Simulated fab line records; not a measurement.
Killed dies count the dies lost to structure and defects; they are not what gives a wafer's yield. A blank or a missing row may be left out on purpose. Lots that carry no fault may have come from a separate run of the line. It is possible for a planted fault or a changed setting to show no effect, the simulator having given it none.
What tool caused it? / flow gf180mcu / 14 lots with 42 wafers sampled at 4 steps, on a route of 602 steps

== WHAT THE GAUGES READ, wafer by wafer ==
GF_V4_BOW_MEAS_05. Usual: V4_BOW 135 um, standard deviation 8.3.
lot=L748; measured=day 23 02:46; on=film metro-01; V4_BOW (um)=150 146 136; flag=
lot=L749; measured=day 23 14:23; on=film metro-03; V4_BOW (um)=128 137 143; flag=
lot=L750; measured=day 23 23:20; on=film metro-04; V4_BOW (um)=134 136 145; flag=
lot=L752; measured=day 24 15:22; on=film metro-01; V4_BOW (um)=141 147 139; flag=
lot=L753; measured=day 25 00:17; on=film metro-01; V4_BOW (um)=127 135 132; flag=
lot=L754; measured=day 25 15:07; on=film metro-04; V4_BOW (um)=132 132 129; flag=
lot=L755; measured=day 26 05:25; on=film metro-01; V4_BOW (um)=138 141 139; flag=
lot=L756; measured=day 26 09:21; on=film metro-04; V4_BOW (um)=136 122 139; flag=
lot=L757; measured=day 27 04:29; on=film metro-01; V4_BOW (um)=139 134 139; flag=
lot=L761; measured=day 28 03:55; on=film metro-03; V4_BOW (um)=137 124 138; flag=
lot=L762; measured=day 28 01:44; on=film metro-01; V4_BOW (um)=148 148 157; flag=
lot=L763; measured=day 28 16:34; on=film metro-04; V4_BOW (um)=132 131 132; flag=
lot=L765; measured=day 29 05:00; on=film metro-01; V4_BOW (um)=133 139 127; flag=
lot=L768; measured=day 29 16:28; on=film metro-03; V4_BOW (um)=133 136 135; flag=

GF_V4_RS_MEAS_24: measurement is done with a four-point probe. Usual: V4_W_RS 0.326 ohm/sq, standard deviation 0.0049.
lot=L748; measured=day 24 02:07; on=film metro-04; V4_W_RS (ohm/sq)=0.327 0.328 0.323; flag=
lot=L749; measured=day 24 13:43; on=film metro-04; V4_W_RS (ohm/sq)=0.324 0.321 0.323; flag=
lot=L750; measured=day 24 22:40; on=film metro-03; V4_W_RS (ohm/sq)=0.325 0.323 0.317; flag=
lot=L752; measured=day 25 14:16; on=film metro-01; V4_W_RS (ohm/sq)=0.320 0.328 0.323; flag=
lot=L753; measured=day 25 21:58; on=film metro-03; V4_W_RS (ohm/sq)=0.323 0.325 0.333; flag=
lot=L754; measured=day 26 12:31; on=film metro-03; V4_W_RS (ohm/sq)=0.331 0.330 0.318; flag=
lot=L755; measured=day 27 03:22; on=film metro-01; V4_W_RS (ohm/sq)=0.329 0.320 0.321; flag=
lot=L756; measured=day 27 07:21; on=film metro-01; V4_W_RS (ohm/sq)=0.329 0.331 0.329; flag=
lot=L757; measured=day 28 01:51; on=film metro-04; V4_W_RS (ohm/sq)=0.322 0.331 0.333; flag=
lot=L761; measured=day 28 23:40; on=film metro-03; V4_W_RS (ohm/sq)=0.324 0.329 0.324; flag=
lot=L762; measured=day 28 21:16; on=film metro-01; V4_W_RS (ohm/sq)=0.331 0.327 0.324; flag=
lot=L763; measured=day 29 13:07; on=film metro-03; V4_W_RS (ohm/sq)=0.320 0.330 0.319; flag=
lot=L765; measured=day 30 01:21; on=film metro-04; V4_W_RS (ohm/sq)=0.315 0.327 0.331; flag=
lot=L768; measured=day 30 11:41; on=film metro-04; V4_W_RS (ohm/sq)=0.335 0.331 0.328; flag=

GF_MIM_THK_MEAS_06. Usual: MIM_CVD_05_THK 41.8 nm, standard deviation 0.66.
lot=L748; measured=day 24 02:50; on=film metro-01; MIM_CVD_05_THK (nm)=42.1 43.1 42.7; flag=
lot=L749; measured=day 24 14:27; on=film metro-02; MIM_CVD_05_THK (nm)=41.6 41.9 43.0; flag=
lot=L750; measured=day 25 00:49; on=film metro-02; MIM_CVD_05_THK (nm)=41.1 42.1 42.1; flag=
lot=L752; measured=day 25 15:00; on=film metro-02; MIM_CVD_05_THK (nm)=41.0 40.6 41.8; flag=
lot=L753; measured=day 25 22:42; on=film metro-02; MIM_CVD_05_THK (nm)=42.6 42.9 42.4; flag=
lot=L754; measured=day 26 13:16; on=film metro-02; MIM_CVD_05_THK (nm)=41.8 42.5 42.4; flag=
lot=L755; measured=day 27 04:06; on=film metro-01; MIM_CVD_05_THK (nm)=40.7 42.2 41.5; flag=
lot=L756; measured=day 27 08:05; on=film metro-04; MIM_CVD_05_THK (nm)=40.7 41.8 41.6; flag=
lot=L757; measured=day 28 02:35; on=film metro-02; MIM_CVD_05_THK (nm)=41.4 41.3 42.0; flag=
lot=L761; measured=day 29 00:40; on=film metro-01; MIM_CVD_05_THK (nm)=40.9 41.4 42.3; flag=
lot=L762; measured=day 28 22:05; on=film metro-02; MIM_CVD_05_THK (nm)=41.8 41.5 41.9; flag=
lot=L763; measured=day 29 13:51; on=film metro-02; MIM_CVD_05_THK (nm)=42.0 41.8 42.2; flag=
lot=L765; measured=day 30 02:16; on=film metro-01; MIM_CVD_05_THK (nm)=42.3 42.4 43.0; flag=
lot=L768; measured=day 30 12:38; on=film metro-02; MIM_CVD_05_THK (nm)=42.1 41.9 42.3; flag=

== TOOL THAT RAN EACH LOT (tool first, then ch and the chambers of the sampled wafers, then the start) ==
lot=L748; GF_STI_OXIDATION_21=furnace-02 ch 0, day 2 02:26
lot=L749; GF_STI_OXIDATION_21=furnace-01 ch 0, day 2 07:25
lot=L750; GF_STI_OXIDATION_21=furnace-02 ch 0, day 2 11:57
lot=L752; GF_STI_OXIDATION_21=furnace-02 ch 0, day 2 23:28
lot=L753; GF_STI_OXIDATION_21=furnace-02 ch 0, day 3 03:43
lot=L754; GF_STI_OXIDATION_21=furnace-02 ch 0, day 3 10:19
lot=L755; GF_STI_OXIDATION_21=furnace-02 ch 0, day 3 17:02
lot=L756; GF_STI_OXIDATION_21=furnace-02 ch 0, day 3 23:49
lot=L757; GF_STI_OXIDATION_21=furnace-02 ch 0, day 4 06:38
lot=L761; GF_STI_OXIDATION_21=furnace-02 ch 0, day 5 03:04
lot=L762; GF_STI_OXIDATION_21=furnace-02 ch 0, day 5 03:04
lot=L763; GF_STI_OXIDATION_21=furnace-02 ch 0, day 5 12:55
lot=L765; GF_STI_OXIDATION_21=furnace-02 ch 0, day 5 21:08
lot=L768; GF_STI_OXIDATION_21=furnace-01 ch 0, day 6 08:55
- GF_STI_OXIDATION_21: stabilise 600 s, purge 300 s, target thk 15 nm.

== WHAT THE TOOLS THEMSELVES READ (means of the sampled wafers that have a number; where no wafer has one, the mark that the record gives instead) ==
GF_STI_OXIDATION_21. Usual: zone power bottom pct 33.0 %, standard deviation 1.5; zone power centre pct 23.0 %, standard deviation 1.3.
lot=L748; tool=furnace-02; zone power bottom pct (%)=32.0; zone power centre pct (%)=23.9; flag=
lot=L749; tool=furnace-01; zone power bottom pct (%)=35.5; zone power centre pct (%)=20.8; flag=
lot=L750; tool=furnace-02; zone power bottom pct (%)=32.2; zone power centre pct (%)=23.7; flag=
lot=L752; tool=furnace-02; zone power bottom pct (%)=31.9; zone power centre pct (%)=23.9; flag=
lot=L753; tool=furnace-02; zone power bottom pct (%)=31.9; zone power centre pct (%)=23.9; flag=
lot=L754; tool=furnace-02; zone power bottom pct (%)=32.1; zone power centre pct (%)=23.9; flag=
lot=L755; tool=furnace-02; zone power bottom pct (%)=32.1; zone power centre pct (%)=23.8; flag=
lot=L756; tool=furnace-02; zone power bottom pct (%)=32.3; zone power centre pct (%)=23.7; flag=
lot=L757; tool=furnace-02; zone power bottom pct (%)=32.1; zone power centre pct (%)=23.5; flag=
lot=L761; tool=furnace-02; zone power bottom pct (%)=32.0; zone power centre pct (%)=23.7; flag=
lot=L762; tool=furnace-02; zone power bottom pct (%)=32.2; zone power centre pct (%)=23.8; flag=
lot=L763; tool=furnace-02; zone power bottom pct (%)=31.9; zone power centre pct (%)=23.7; flag=
lot=L765; tool=furnace-02; zone power bottom pct (%)=32.0; zone power centre pct (%)=23.7; flag=
lot=L768; tool=furnace-01; zone power bottom pct (%)=35.3; zone power centre pct (%)=21.1; flag=

== THE ANSWER, worked out from the rows above alone ==
Rule: lot off if the mean of its wafers having a number is beyond 3 standard deviations from the usual mean. A lot without any number at a reading at which 4 lots or more have one is off too. Any other lot the step has rows for is counted as sound. Order of review: gauges by route order, followed by the tools' own readings, for which a lot's mean as printed above is used. The first step at which some lot is off is used, and at that step the reading that is off furthest; a lot without a number counts as furthest.
None of the lots is off at any reading shown; this tells nothing.

== WHAT THE SIMULATOR HAD INSERTED ==
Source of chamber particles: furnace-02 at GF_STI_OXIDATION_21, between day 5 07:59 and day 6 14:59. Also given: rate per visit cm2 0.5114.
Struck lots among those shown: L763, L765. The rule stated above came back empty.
